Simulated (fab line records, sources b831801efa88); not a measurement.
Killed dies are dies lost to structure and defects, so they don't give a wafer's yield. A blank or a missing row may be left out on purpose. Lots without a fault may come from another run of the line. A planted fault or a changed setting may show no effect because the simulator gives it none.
Problem report in the 8D (eight disciplines) form, filled by code | flow sfq_line | the parts of the form that need people (team, actions taken, sign-off) are left out

1. THE PROBLEM
run_length_s at SFQ_TRILAYER_M5_ETCH_METAL_ETCH_126 reads a mean of 286.8 s on 4 wafers of 3 lots; wafers without a fault read 231.6 s with a standard deviation of 0.66. That is +84 standard deviations from the usual mean.
The step: etches Nb in Cl2/BCl3, stops on SiO2, time 203.2 s, target depth 265 nm.
First seen on wafer L161.3, day 48 23:22, on rie_metal-01. The record holds 19 wafers of 7 lots with a number at this step. Rule for "out", or "out of limits": more than 4 standard deviations from the usual mean. The other wafers with a number count as sound.

2. WHAT IT IS AND WHAT IT IS NOT
question                    | is                             | is not
which readings at this step | run_length_s, oes_product_au   | drypump_motor_current_A
which lots                  | L161, L162, L164               | L150, L167, L168, L170
which wafers of those lots  | L161.3, L161.5, L162.3, L164.3 | L162.2, L164.2, L164.4
read on which tools         | rie_metal-01                   | rie_metal-03, rie_metal-04
when                        | from day 48 23:22              | up to then (3 sound wafers); but 12 sound wafers of L162, L164, L167, L168, L170 came after

3. SUSPECTS, AND WHAT RULES EACH OUT
Counting: a tool at a process step up to the reading stays a suspect if it ran every lot that is out. Sound lots after the first of them don't rule it out here, since some wafers of a struck lot are sound.
- rie_metal-01 at SFQ_TRILAYER_M5_BARC_OPEN_METAL_ETCH_161 (etches BARC in O2, target depth 125 nm, time 41.7 s): kept. It ran every lot that is out, first L161 (day 48 23:15); its last sound lot up to then is L150 (day 46 03:23).
- rie_metal-01 at SFQ_TRILAYER_M5_ETCH_METAL_ETCH_126 (etches Nb in Cl2/BCl3, stops on SiO2, time 203.2 s, target depth 265 nm): kept. It ran every lot that is out, first L161 (day 48 23:22); its last sound lot up to then is L150 (day 46 03:30). Its own readings are out on those wafers: oes_product_au, run_length_s.
Left after counting: rie_metal-01 at SFQ_TRILAYER_M5_BARC_OPEN_METAL_ETCH_161, rie_metal-01 at SFQ_TRILAYER_M5_ETCH_METAL_ETCH_126.

4. THE CAUSE (what the simulator had put in)
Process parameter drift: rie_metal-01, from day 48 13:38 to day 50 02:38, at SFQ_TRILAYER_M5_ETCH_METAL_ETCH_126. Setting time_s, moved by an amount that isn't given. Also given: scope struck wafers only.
Counting left 2 suspects, and this tool is among them.

5. THE CHAIN OF EFFECTS, in route order
Each row: a reading whose mean over the struck wafers that have a number lies more than 3 standard deviations from the usual. Only readings for which the record gives a usual standard deviation are gone through. hours: the time from each lot's start at the first step in this table that gives one to its start at this step, as a median over the lots. sigmas: the change in usual standard deviations.
hours | step                                | reading        | usual      | on struck wafers | change | sigmas
0     | SFQ_TRILAYER_M5_ETCH_METAL_ETCH_126 | oes_product_au | 0.726 a.u. | 0.650            | -0.076 | -12
0     | SFQ_TRILAYER_M5_ETCH_METAL_ETCH_126 | run_length_s   | 231.6 s    | 286.8            | +55.2  | +84
The process steps in it:
- SFQ_TRILAYER_M5_ETCH_METAL_ETCH_126: etches Nb in Cl2/BCl3, stops on SiO2, time 203.2 s, target depth 265 nm.

6. WHAT WOULD HAVE CAUGHT IT SOONER
In this record the first reading out of limits was taken at day 48 23:22, 10 hours after the fault began at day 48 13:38.
